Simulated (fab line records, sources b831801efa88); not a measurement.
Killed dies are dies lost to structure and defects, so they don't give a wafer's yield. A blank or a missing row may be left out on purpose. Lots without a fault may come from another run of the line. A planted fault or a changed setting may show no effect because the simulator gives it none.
Chamber matching | flow sky130 | SKY_POLY_GATE_ETCH_17 on rie_si-02: 4 sister chambers
The step etches poly-Si in HBr/Cl2, stops on SiO2, target depth 180 nm, time 70.5 s. 4 wafers are shown with their chamber, then 6 later ones without.

WAFERS WITH THEIR CHAMBER
wafer  | chamber | oes_product_au (a.u.)
L272.1 | 1       | 0.990
L272.4 | 3       | 0.964
L272.6 | 0       | 0.976
L274.5 | 2       | 0.984

WAFERS WITHOUT THEIR CHAMBER
wafer  | oes_product_au (a.u.)
L274.6 | 0.991
L276.2 | 0.982
L276.3 | 0.991
L276.5 | 0.982
L278.4 | 0.985
L278.6 | 0.999

WHICH CHAMBER EACH WENT THROUGH
wafer  | from the rows above          | in truth
L274.6 | can't be placed: 1 or 2      | 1
L276.2 | can't be placed: 2 or 0 or 1 | 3
L276.3 | can't be placed: 1 or 2      | 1
L276.5 | can't be placed: 2 or 0 or 1 | 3
L278.4 | can't be placed: 2 or 1      | 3
L278.6 | can't be placed: 1 or 2      | 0
Placed correctly: 0 of 6. Can't be placed from these rows: 6 (the true chamber is among the candidates in 2). Placed wrongly: 0.
How it was worked out, from the rows above alone: a wafer's distance from a chamber is the root of the sum, over the readings, of the square of ((its reading less the chamber's mean) divided by the reading's scatter). The wafer belongs to the nearest chamber; if the next one is less than 2 further off, it can't be placed. A chamber's mean is the mean of its shown wafers. The scatter: with one shown wafer a chamber, the root of the mean of the squares of how far each hidden wafer lies from its nearest shown one.
